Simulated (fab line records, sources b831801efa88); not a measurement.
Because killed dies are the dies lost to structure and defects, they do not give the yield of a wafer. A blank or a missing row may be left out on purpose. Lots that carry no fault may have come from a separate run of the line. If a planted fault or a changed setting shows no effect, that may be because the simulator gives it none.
2 desks looking at one fault :: flow sfq line :: only its own numbers are on each desk; what lay behind them is given at the end

## TOOL OWNER'S DESK, cmp-01
The tool's own readings at SFQ_TRILAYER_I0_CMP_CMP_028 (polishes SiO2): means of the sampled wafers that have a number, for each lot that ran on this tool. If a lot's mean is further than 4 standard deviations from the usual mean, the lot is out of limits and carries the mark OUT (the distance appears in the brackets).
Columns: A = head pressure psi at SFQ_TRILAYER_I0_CMP_CMP_028, usual 3.000 psi; B = motor current A at SFQ_TRILAYER_I0_CMP_CMP_028, usual 10.6 A; C = platen rpm at SFQ_TRILAYER_I0_CMP_CMP_028, usual 60.00 rpm; D = time to endpoint s at SFQ_TRILAYER_I0_CMP_CMP_028, usual 216 s
lot: L677
first seen here: day 7 18:02
A: 3.004
B: 10.4
C: 59.96
D: 218

lot: L679
first seen here: day 8 06:02
A: 2.999
B: 12.1
C: 60.01
D: 228

lot: L682
first seen here: day 8 23:21
A: 3.002
B: 10.7
C: 60.02
D: 214

lot: L683
first seen here: day 9 05:08
A: 3.002
B: 11.3
C: 59.94
D: 220

lot: L687
first seen here: day 10 20:45
A: 3.007
B: 10.4
C: 59.97
D: 218

lot: L695
first seen here: day 12 18:41
A: 2.999
B: 10.0
C: 60.01
D: 188 (-4.1) OUT

lot: L698
first seen here: day 13 17:41
A: 2.997
B: 12.4
C: 60.04
D: 220
This desk's verdict: out of limits on L695, starting with L695 at day 12 18:41 (time to endpoint s at SFQ_TRILAYER_I0_CMP_CMP_028). Within limits: L677, L679, L682, L683, L687, L698.

## METROLOGY DESK
Lot by lot, what the gauges showed, no matter which tool ran the lot: averages of those sampled wafers that carry a number. If a lot's mean is further than 4 standard deviations from the usual mean, the lot is out of limits and carries the mark OUT (the distance appears in the brackets).
Columns: A = INCOMING_BOW at SFQ_INCOMING_BOW_MEAS_900, usual -1 um; B = M3_OVL at SFQ_M3_OVL_MEAS_921, usual -1 nm
lot: L677
first seen here: day 1 15:04
A: -8
B: -3

lot: L679
first seen here: day 2 01:00
A: -2
B: -6

lot: L680
first seen here: day 2 06:00
A: -1
B: -10

lot: L681
first seen here: day 2 11:01
A: 5
B: 4

lot: L682
first seen here: day 2 16:01
A: -1
B: 3

lot: L683
first seen here: day 2 21:02
A: 1
B: 4

lot: L684
first seen here: day 3 02:00
A: -3
B: 7

lot: L685
first seen here: day 3 07:00
A: -2
B: -11

lot: L687
first seen here: day 3 17:00
A: -1
B: 1

lot: L693
first seen here: day 4 23:00
A: -3
B: -1

lot: L695
first seen here: day 5 09:01
A: -3
B: 6

lot: L696
first seen here: day 5 14:00
A: 3
B: -5

lot: L698
first seen here: day 6 00:05
A: -1
B: 3
This desk's finding: nothing out of limits on any of the 13 lots.

## TAKEN TOGETHER
An alarm could have come from the tool owner's desk at day 12 18:41, on L695.
At the metrology desk, nothing out of limits was observed.
The metrology desk has L695 on record, within its limits.
SFQ_TRILAYER_I0_CMP_CMP_028 was run on cmp-01 by each of the lots named.

## WHAT WAS PUT IN BY THE SIMULATOR
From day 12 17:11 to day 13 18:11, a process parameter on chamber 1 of cmp-01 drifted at SFQ_TRILAYER_I0_CMP_CMP_028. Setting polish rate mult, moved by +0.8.
Lots struck among those shown: L695.
Hours from the fault's start to each desk's first reading out of limits: the tool owner's desk, 2.
